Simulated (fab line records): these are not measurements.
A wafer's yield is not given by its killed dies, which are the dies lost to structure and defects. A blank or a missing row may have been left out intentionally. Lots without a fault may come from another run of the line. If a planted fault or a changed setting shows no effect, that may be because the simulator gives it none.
Chamber matching || flow gf180mcu || GF_SAB_CVD_00 on pecvd-04 has 3 sister chambers
The step deposits SiO2 from TEOS, target thk 50 nm, time 4.9302 s. 16 wafers are shown with their chamber, then 8 later ones without.

WAFERS, EACH WITH ITS CHAMBER
{"wafer": "L869.2", "chamber": 2, "heater power w (W)": 604}
{"wafer": "L869.4", "chamber": 1, "heater power w (W)": 635}
{"wafer": "L869.6", "chamber": 2, "heater power w (W)": 613}
{"wafer": "L872.2", "chamber": 1, "heater power w (W)": 589}
{"wafer": "L872.3", "chamber": 2, "heater power w (W)": 695}
{"wafer": "L872.5", "chamber": 0, "heater power w (W)": 595}
{"wafer": "L875.1", "chamber": 2, "heater power w (W)": 724}
{"wafer": "L875.2", "chamber": 1, "heater power w (W)": 655}
{"wafer": "L875.6", "chamber": 0, "heater power w (W)": 597}
{"wafer": "L877.1", "chamber": 0, "heater power w (W)": 569}
{"wafer": "L877.2", "chamber": 1, "heater power w (W)": 716}
{"wafer": "L877.5", "chamber": 2, "heater power w (W)": 688}
{"wafer": "L879.2", "chamber": 1, "heater power w (W)": 653}
{"wafer": "L879.4", "chamber": 0, "heater power w (W)": 590}
{"wafer": "L879.6", "chamber": 2, "heater power w (W)": 678}
{"wafer": "L886.2", "chamber": 2, "heater power w (W)": 740}

SIGNATURES (averages over the wafers above)
{"reading": "heater power w", "chamber 0": 587.75, "chamber 1": 649.60, "chamber 2": 677.43, "scatter within a chamber": 43.7}
Rule: a wafer lies at a distance from a chamber equal to the root of the sum of squares, over the readings, of (its reading less the chamber's mean, divided by the reading's scatter). If the next closest chamber is less than 2 further off than the closest, the wafer can't be placed; otherwise it belongs to the closest. The scatter: the root of (the sum of the squares of (reading less its chamber's mean) over the shown wafers, divided by (wafers less chambers)).

WAFERS WITH NO CHAMBER GIVEN
{"wafer": "L886.3", "heater power w (W)": 526}
{"wafer": "L886.5", "heater power w (W)": 538}
{"wafer": "L890.1", "heater power w (W)": 731}
{"wafer": "L890.3", "heater power w (W)": 678}
{"wafer": "L890.6", "heater power w (W)": 614}
{"wafer": "L891.1", "heater power w (W)": 701}
{"wafer": "L891.3", "heater power w (W)": 574}
{"wafer": "L891.6", "heater power w (W)": 708}

EACH ONE'S CHAMBER
{"wafer": "L886.3", "from the rows above": "can't be placed: 0 or 1", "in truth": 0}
{"wafer": "L886.5", "from the rows above": "can't be placed: 0 or 1", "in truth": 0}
{"wafer": "L890.1", "from the rows above": "can't be placed: 2 or 1", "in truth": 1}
{"wafer": "L890.3", "from the rows above": "can't be placed: 2 or 1", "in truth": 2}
{"wafer": "L890.6", "from the rows above": "can't be placed: 0 or 1 or 2", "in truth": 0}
{"wafer": "L891.1", "from the rows above": "can't be placed: 2 or 1", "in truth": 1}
{"wafer": "L891.3", "from the rows above": "can't be placed: 0 or 1", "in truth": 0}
{"wafer": "L891.6", "from the rows above": "can't be placed: 2 or 1", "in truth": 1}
0 of 8 placed correctly. Cannot be placed on the basis of these rows: 8; the candidates contain the true chamber in 8. 0 placed wrongly.
